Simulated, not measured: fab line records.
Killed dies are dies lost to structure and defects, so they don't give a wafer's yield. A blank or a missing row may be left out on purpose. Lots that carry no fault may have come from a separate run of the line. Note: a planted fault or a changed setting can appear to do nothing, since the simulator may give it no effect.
Struck lot and sound lot, side by side :: flow sky130 :: 22 steps out of a route of 708
Sound: these wafers, L686.1, L686.3, L686.5. Struck: wafers L697.1, L697.4, L697.6. Last of all comes the cause.
Each step with rows lists, per side, the tool, then ch with its chambers, then its first start. Under that, the readings that differ: sound wafers :: struck wafers :: difference of the means :: sigmas: that difference in standard deviations of wafers without a fault.
alike: readings whose means differ by less than 2 such deviations, and words and numbers that are the same on both sides. not compared: withheld readings, readings that some wafer has no value for, bounds like >300 that may hide the same value, and numbers for which the record gives no deviation and whose values overlap.
A row with sigmas, a row that says differs or no value, or rows on one side alone: a step with any of these is where the two part. Non-overlapping numbers with no deviation appear without sigmas and do not part them. Lack of a reading on every wafer of one side parts them only where that side has two or more wafers.

first, 4 steps without rows for these wafers: SKY_NWELL_SOFTBAKE_06; SKY_NWELL_EXPOSE_07 (exposes mask NWM, target cd 840 nm); SKY_NWELL_PEB_08; SKY_NWELL_DEVELOP_09 (develop time 60 s).
SKY_NWELL_OVL_MEAS_10:
  sound on overlay-01, day 4 17:11; struck on overlay-01, day 7 10:45
  alike: NWELL_00_OVL
then, 3 steps without rows for these wafers: SKY_NWELL_IMPLANT_11; SKY_NWELL_IMPLANT_12; SKY_NWELL_IMPLANT_13.
SKY_NWELL_STRIP_14: strips in O2/N2.
  sound on plasma-asher-04 ch 0,1, day 4 17:40; struck on plasma-asher-04 ch 0,1, day 7 11:14
  alike: drypump-motor-current-A, oes-product-au, strip-time-to-endpoint-s
  not compared: rf-hours-counter-h
SKY_NWELL_TW_MEAS_15:
  sound on film-metro-02, day 4 17:46; struck on film-metro-04, day 7 11:20
  alike: NWELL_TW
then, 2 steps without rows for these wafers: SKY_NWELL_DEHYDRATE_16 (time 60 s); SKY_NWELL_HMDS_17 (prime time 60 s).
SKY_NWELL_COAT_18: resist thk 3000 nm.
  sound on litho-track-01 ch 0, day 5 02:27; struck on litho-track-01 ch 0, day 7 21:00
reading: model.coat_of_NWELL_COAT_18.thk-nm (nm)
sound: 2991 2994 2990
struck: 2463 2471 2468
difference: -524
sigmas: 
  alike: resist-line-temp-C
then, 3 steps without rows for these wafers: SKY_NWELL_SOFTBAKE_19; SKY_NWELL_EXPOSE_20 (exposes mask NWM COMPLEMENT, target cd 840 nm); SKY_NWELL_PEB_21.
SKY_NWELL_DEVELOP_22: develop time 60 s.
  sound: litho-track-04 ch 0; struck: litho-track-02 ch 0
reading: model.coat_of_NWELL_COAT_18.thk-nm (nm)
sound: 2987 2989 2986
struck: 2459 2466 2464
difference: -524
sigmas: 
  alike: resist-line-temp-C
SKY_NWELL_OVL_MEAS_23:
  sound on overlay-02, day 5 10:57; struck on overlay-01, day 8 07:23
  alike: NWELL_01_OVL
then, 1 step without rows for these wafers: SKY_NWELL_IMPLANT_24.
SKY_NWELL_STRIP_25: strips in O2/N2.
  sound on plasma-asher-03 ch 0,1, day 5 11:08; struck on plasma-asher-03 ch 0,1, day 8 07:34
reading: strip-time-to-endpoint-s (s)
sound: 36.79 36.84 36.80
struck: 30.72 30.80 30.79
difference: -6.04
sigmas: -60
  alike: drypump-motor-current-A, oes-product-au
  not compared: rf-hours-counter-h
SKY_NWELL_TW_MEAS_26:
  sound on film-metro-02, day 5 11:14; struck on film-metro-04, day 8 07:40
  alike: NWELL_2_TW
-- the record jumps here: 40 days lie between the struck wafers' starts before and after (it left off in module NWELL and takes up again in module PAD_OPEN, whose first step shown is number 708 of the route) --
SKY_PAD_OPEN_PROBE_99:
  sound on prober-02, day 45 18:28; struck on prober-02, day 48 11:16
reading: model.etest.res-iso-pwell.width-nm (nm)
sound: 2645 2646 2655
struck: 2684 2695 2680
difference: +38
sigmas: 

reading: model.etest.res-nwell.width-nm (nm)
sound: 836.5 836.5 838.9
struck: 820.5 818.3 820
difference: -17.7
sigmas: 
  alike: killed_at_M0_to_M3, killed_at_M4_up, killed-at-contacts, killed-at-front-end, killed-at-other, killed-dies, killed-open, killed-short

## WHERE THEY PART
Only at SKY_NWELL_STRIP_25, as far as this record shows. Later steps at which nothing parts them and some readings are alike: SKY_NWELL_TW_MEAS_26, SKY_PAD_OPEN_PROBE_99.

WHY: the cause the simulator had injected
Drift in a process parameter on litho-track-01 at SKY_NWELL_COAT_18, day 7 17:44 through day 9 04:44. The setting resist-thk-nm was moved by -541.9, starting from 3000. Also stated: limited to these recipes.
